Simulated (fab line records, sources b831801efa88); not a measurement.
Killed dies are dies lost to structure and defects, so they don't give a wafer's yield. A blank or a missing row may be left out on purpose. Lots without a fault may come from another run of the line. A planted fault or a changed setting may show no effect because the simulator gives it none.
A struck lot beside a sound one | flow sky130 | 22 steps out of a route of 708
Sound: wafers L849.1, L849.3, L849.5. Struck: wafers L842.1, L842.2, L842.5. The cause comes at the end.
At each step with rows: each side's tool, then ch and its chambers, then its first start. Under that, the readings that differ: sound wafers | struck wafers | difference of the means | sigmas: that difference in standard deviations of wafers without a fault.
alike: readings whose means differ by less than 2 such deviations, and words and numbers that are the same on both sides. not compared: withheld readings, readings that some wafer has no value for, bounds like >300 that may hide the same value, and numbers for which the record gives no deviation and whose values overlap.
The two part at a step that has a row with sigmas, a row that says differs or no value, or rows on one side only. Numbers that don't overlap but have no deviation are shown without sigmas and don't part them. A reading that every wafer of one side lacks parts them only if that side has two wafers or more.

first, 4 steps without rows for these wafers: SKY_VT_ADJUST_NCORE_SOFTBAKE_03 (time 60 s); SKY_VT_ADJUST_NCORE_EXPOSE_04 (exposes mask LVTN COMPLEMENT THIN, target cd 380 nm); SKY_VT_ADJUST_NCORE_PEB_05; SKY_VT_ADJUST_NCORE_DEVELOP_06 (develop time 60 s).
SKY_VT_ADJUST_NCORE_CD_MEAS_07: target cd 380 nm.
  sound on cd_sem-02, day 14 04:02; struck on cd_sem-02, day 12 02:41
  alike: cd_nm
SKY_VT_ADJUST_NCORE_OVL_MEAS_08:
  sound on overlay-02, day 14 04:10; struck on overlay-02, day 12 02:49
  alike: VT_ADJUST_NCORE_OVL
then, 1 step without rows for these wafers: SKY_VT_ADJUST_NCORE_IMPLANT_09.
SKY_VT_ADJUST_NCORE_STRIP_10: strips in O2/N2.
  sound on plasma_asher-04 ch 1, day 14 04:21; struck on plasma_asher-03 ch 0,1, day 12 03:00
  alike: drypump_motor_current_A, oes_product_au, strip_time_to_endpoint_s
  not compared: rf_hours_counter_h
SKY_VT_ADJUST_NCORE_TW_MEAS_11:
  sound on film_metro-01, day 14 04:27; struck on film_metro-03, day 12 03:06
  alike: VT_ADJUST_NCORE_TW
then, 3 steps without rows for these wafers: SKY_VT_ADJUST_HVTR_DEHYDRATE_00 (time 58.81 s); SKY_VT_ADJUST_HVTR_HMDS_01 (prime time 60 s); SKY_VT_ADJUST_HVTR_COAT_02 (resist thk 1140 nm).
SKY_VT_ADJUST_HVTR_SOFTBAKE_03: time 60 s.
  sound on litho_track-02 ch 0, day 14 18:28; struck on litho_track-03 ch 0, day 12 15:17
  reading                  | sound             | struck            | difference | sigmas
  heater_power_total_W (W) | 56.59 56.63 56.50 | 52.19 52.15 52.21 | -4.39      | -99 or more
  plate_temp_C (C)         | 89.79 89.91 89.80 | 85.04 84.94 85.00 | -4.84      | -37
then, 2 steps without rows for these wafers: SKY_VT_ADJUST_HVTR_EXPOSE_04 (exposes mask HVTRM, target cd 380 nm); SKY_VT_ADJUST_HVTR_PEB_05.
SKY_VT_ADJUST_HVTR_DEVELOP_06: develop time 57.37 s.
  sound on litho_track-03 ch 0, day 15 07:11; struck on litho_track-01 ch 0, day 13 03:58
  reading                                             | sound          | struck         | difference | sigmas
  model.NOVOLAK_of_VT_ADJUST_HVTR_COAT_02.thk_nm (nm) | 1143 1145 1146 | 1160 1160 1159 | +15        |
  alike: developer_temp_C
SKY_VT_ADJUST_HVTR_CD_MEAS_07: target cd 380 nm.
  sound on cd_sem-01, day 15 07:20; struck on cd_sem-02, day 13 04:07
  reading    | sound             | struck            | difference | sigmas
  cd_nm (nm) | 383.3 381.7 383.8 | 379.9 375.7 375.4 | -5.9       | -3
SKY_VT_ADJUST_HVTR_OVL_MEAS_08:
  sound on overlay-01, day 15 07:28; struck on overlay-01, day 13 04:14
  alike: VT_ADJUST_HVTR_OVL
then, 1 step without rows for these wafers: SKY_VT_ADJUST_HVTR_IMPLANT_09.
SKY_VT_ADJUST_HVTR_STRIP_10: strips in O2/N2.
  sound on plasma_asher-03 ch 0,1, day 15 07:39; struck on plasma_asher-03 ch 0,1, day 13 04:26
  reading                      | sound             | struck            | difference | sigmas
  strip_time_to_endpoint_s (s) | 14.23 14.23 14.26 | 14.40 14.38 14.39 | +0.15      | +4
  alike: drypump_motor_current_A, oes_product_au
  not compared: rf_hours_counter_h
SKY_VT_ADJUST_HVTR_TW_MEAS_11:
  sound on film_metro-02, day 15 07:45; struck on film_metro-02, day 13 04:32
  alike: VT_ADJUST_HVTR_TW
then, 1 step without rows for these wafers: SKY_PAD_OPEN_PROBE_99.

WHERE THEY PART
First at SKY_VT_ADJUST_HVTR_SOFTBAKE_03; last, within this record, at SKY_VT_ADJUST_HVTR_STRIP_10. Later steps at which nothing parts them and some readings are alike: SKY_VT_ADJUST_HVTR_TW_MEAS_11.

WHY: what the simulator had put in
Process parameter drift: litho_track-03, from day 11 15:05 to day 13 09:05, at SKY_VT_ADJUST_HVTR_SOFTBAKE_03. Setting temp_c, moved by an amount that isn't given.
